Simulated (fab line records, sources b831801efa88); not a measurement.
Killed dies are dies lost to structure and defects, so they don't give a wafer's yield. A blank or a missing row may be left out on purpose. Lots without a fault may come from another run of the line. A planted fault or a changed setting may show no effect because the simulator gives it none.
fab line records | flow sky130
record lots=14 wafers=42 last_day=49
route steps=708 shown POLY_GATE@224 PAD_OPEN@708
lots that met no fault: from a run of the same line without faults
start_h: hours from the record's first day to the start of the lot's first wafer shown | wait_h: hours since the lot's step before | " the same as in the row above | L1.1+2: a row that stands for several wafers | - no value, or no start given | * or withheld: withheld | < > ~ a bound
route shown NAME@n: a module of which the file shows steps, and the number in the route of the first | usual: mean/standard deviation of fault-free wafers | same: alike in all rows | chamber/n: place in a boat | sites: the reading at each site | _std_site: their standard deviation | _edge_site: outer sites' mean less inner sites' | radius_mm: how far each site lies from the wafer's centre | mask NAME#n: copy n | behind: the tool/chamber that last shaped the wafer | hold: why the lot was held/for how many hours/how that ended | device: the transistor (n, p or np) that didn't switch | end of line: the same wafers' tests at the end of the route | a step without rows: its recipe alone | killed: dies lost to structure and defects at the first sort, not the wafer's yield | map: a wafer's dies, x killed, . not, _ none there
set.NAME: the setting as run; set.NAME@STEP: as run at that earlier step | model.NAME: the simulator's own value behind a step, which no gauge read
steps of the route over a sample of lots; a table a step, a row a wafer
services: from which hour (start_h, from the record's first day; less than 0 if before it) a tool's chamber was out of use, for how many hours, and why
## steps
# step SKY_POLY_GATE_EXPOSE_10
# recipe mask_id=P1M na=0.68 source_shape=conventional sigma_outer=0.6 target_cd_nm=150 dose_mj=28
# usual exposure_dose_mJ_cm2=27.97/0.031
# columns lot.wafer tool chamber start_h wait_h mask exposure_dose_mJ_cm2
L399.1 krf_scanner-01 0 360.56 - P1M#0 27.99
L399.3 " 0 " " P1M#0 28.00
L399.6 " 0 " " P1M#0 28.05
L400.2 krf_scanner-01 0 365.76 - P1M#0 28.01
L400.3 " 0 " " P1M#0 27.99
L400.4 " 0 " " P1M#0 27.98
L401.1 krf_scanner-01 0 375.44 - P1M#0 27.96
L401.2 " 0 " " P1M#0 28.00
L401.3 " 0 " " P1M#0 27.99
L402.2 krf_scanner-02 0 384.93 - P1M#0 28.01
L402.3 " 0 " " P1M#0 27.94
L402.6 " 0 " " P1M#0 27.97
L403.3 krf_scanner-01 0 389.94 - P1M#0 27.97
L403.4 " 0 " " P1M#0 27.99
L403.6 " 0 " " P1M#0 28.02
L404.1 krf_scanner-02 0 397.41 - P1M#0 27.96
L404.2 " 0 " " P1M#0 27.95
L404.4 " 0 " " P1M#0 27.96
L406.3 krf_scanner-02 0 436.09 - P1M#0 27.94
L406.5 " 0 " " P1M#0 27.94
L406.6 " 0 " " P1M#0 28.01
L408.3 krf_scanner-02 0 440.39 - P1M#0 27.97
L408.4 " 0 " " P1M#0 27.94
L408.6 " 0 " " P1M#0 27.94
L409.3 krf_scanner-02 0 450.27 - P1M#0 27.92
L409.5 " 0 " " P1M#0 27.93
L409.6 " 0 " " P1M#0 27.93
L412.3 krf_scanner-01 0 467.36 - P1M#0 27.98
L412.5 " 0 " " P1M#0 27.93
L412.6 " 0 " " P1M#0 27.97
L413.1 krf_scanner-01 0 479.54 - P1M#0 29.65
L413.2 " 0 " " P1M#0 29.67
L413.6 " 0 " " P1M#0 29.72
L414.1 krf_scanner-01 0 487.83 - P1M#0 29.70
L414.4 " 0 " " P1M#0 29.68
L414.6 " 0 " " P1M#0 29.64
L417.4 krf_scanner-02 0 507.99 - P1M#0 27.90
L417.5 " 0 " " P1M#0 27.96
L417.6 " 0 " " P1M#0 27.90
L419.1 krf_scanner-02 0 527.86 - P1M#0 27.94
L419.2 " 0 " " P1M#0 27.95
L419.5 " 0 " " P1M#0 27.93
# step SKY_POLY_GATE_CD_MEAS_13
# recipe target_cd_nm=150
# usual cd_nm=149.5/1.7
# columns lot.wafer tool chamber start_h wait_h cd_nm
L399.1 cd_sem-01 - 374.23 - 150.9
L399.3 " - " " 152.2
L399.6 " - " " 151.9
L400.2 cd_sem-02 - 379.75 - 149.7
L400.3 " - " " 148.8
L400.4 " - " " 150.0
L401.1 cd_sem-01 - 390.03 - 147.2
L401.2 " - " " 147.9
L401.3 " - " " 147.1
L402.2 cd_sem-01 - 399.01 - 150.1
L402.3 " - " " 150.3
L402.6 " - " " 151.1
L403.3 cd_sem-02 - 404.27 - 149.8
L403.4 " - " " 149.1
L403.6 " - " " 148.9
L404.1 cd_sem-02 - 412.09 - 150.7
L404.2 " - " " 149.9
L404.4 " - " " 150.6
L406.3 cd_sem-01 - 451.36 - 150.7
L406.5 " - " " 150.2
L406.6 " - " " 150.3
L408.3 cd_sem-02 - 456.01 - 150.1
L408.4 " - " " 150.5
L408.6 " - " " 150.7
L409.3 cd_sem-02 - 465.88 - 151.1
L409.5 " - " " 150.6
L409.6 " - " " 150.0
L412.3 cd_sem-02 - 482.11 - 151.2
L412.5 " - " " 151.1
L412.6 " - " " 150.4
L413.1 cd_sem-01 - 495.02 - 139.8
L413.2 " - " " 140.4
L413.6 " - " " 139.4
L414.1 cd_sem-01 - 502.18 - 137.2
L414.4 " - " " 137.2
L414.6 " - " " 137.8
L417.4 cd_sem-01 - 523.00 - 150.4
L417.5 " - " " 150.6
L417.6 " - " " 150.0
L419.1 cd_sem-02 - 542.44 - 150.9
L419.2 " - " " 150.2
L419.5 " - " " 148.9
# step SKY_PAD_OPEN_PROBE_99
# usual killed_at_M0_to_M3=43/7.7 killed_at_M4_up=2.9/1.7 killed_at_contacts=24/5.5 killed_at_front_end=15/4 killed_at_other=0.4/0.66 killed_dies=86/9.4 killed_open=47/6.7 killed_short=38/6.2
# same gross_dies=492 killed_at_back_side=0
# columns lot.wafer tool chamber start_h wait_h killed_at_M0_to_M3 killed_at_M4_up killed_at_contacts killed_at_front_end killed_at_other killed_dies killed_open killed_short
L413.1 prober-02 - 1157.97 0.1 41 4 15 14 0 74 40 34
L413.6 prober-02 - 1158.22 0.2 31 0 24 18 0 73 39 34
L414.1 prober-01 - 1164.63 0.1 45 4 25 17 2 93 50 42
L414.6 prober-01 - 1164.88 0.2 46 4 15 19 0 84 49 32
# killed by level:class
L413.1 VIA2:geometric_particle:open=9 VIA3:geometric_particle:open=7 POLY_GATE:geometric_particle:short=5 METAL1:geometric_particle:short=5 POLY_GATE:geometric_particle:open=4 LI_CONTACT:geometric_particle:open=4 LOCAL_INTERCONNECT:geometric_particle:short=4 VIA1:geometric_particle:short=4
L413.6 CONTACT:geometric_particle:open=7 VIA2:geometric_particle:open=7 LOCAL_INTERCONNECT:geometric_particle:short=6 METAL2:geometric_particle:short=6 VIA1:geometric_particle:open=6 FIELD_ISO:geometric_particle:open=5 LI_CONTACT:geometric_particle:open=5 CONTACT:geometric_particle:short=5
L414.1 VIA1:geometric_particle:open=17 LI_CONTACT:geometric_particle:open=9 VIA1:geometric_particle:short=8 LOCAL_INTERCONNECT:geometric_particle:short=6 POLY_GATE:geometric_particle:open=5 CONTACT:geometric_particle:open=5 FIELD_ISO:geometric_particle:short=4 METAL1:geometric_particle:short=4
L414.6 VIA1:geometric_particle:open=12 VIA2:geometric_particle:open=7 CONTACT:geometric_particle:open=6 VIA1:geometric_particle:short=6 CONTACT:geometric_particle:short=5 METAL1:geometric_particle:short=5 FIELD_ISO:geometric_particle:open=4 VIA3:geometric_particle:open=4
## services
# columns tool chamber start_h hours kind
krf_scanner-02 - 340.18 1.3 pm
krf_scanner-02 - 360.68 1.6 repair
krf_scanner-02 - 394.88 0.8 pm
krf_scanner-01 - 409.66 1.0 pm
krf_scanner-01 - 428.78 0.8 pm
krf_scanner-02 0 441.15 - calibration
krf_scanner-01 - 447.40 1.3 pm
krf_scanner-02 - 487.71 1.0 pm
krf_scanner-01 0 508.99 - calibration
krf_scanner-02 - 516.06 1.3 pm
krf_scanner-01 - 523.14 0.7 repair
## key
first_sign step=SKY_POLY_GATE_EXPOSE_10 reading=exposure_dose_mJ_cm2 direction=up sigmas=55 usual=* struck=*
effect step=SKY_POLY_GATE_CD_MEAS_13 reading=cd_nm direction=down sigmas=6.6 usual=149.5 struck=138.6
met_at SKY_POLY_GATE_EXPOSE_10
struck_lots L413,L414
tester_left_out L413,L414
onset_between 467.36 479.54
fault kind=process_parameter_drift tool=krf_scanner-01 chamber=- onset_h=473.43 steps=SKY_POLY_GATE_EXPOSE_10 channel=dose_mj offset=1.68 shape=step acts_in=these_recipes_only stated=28
# tester_left_out: of these lots the tester's yield and bins aren't shown, on N5 and GAA mostly nor the transistor test; their killed dies are dies lost to structure and defects alone, not to doping, threshold or leakage, so they don't give the yield
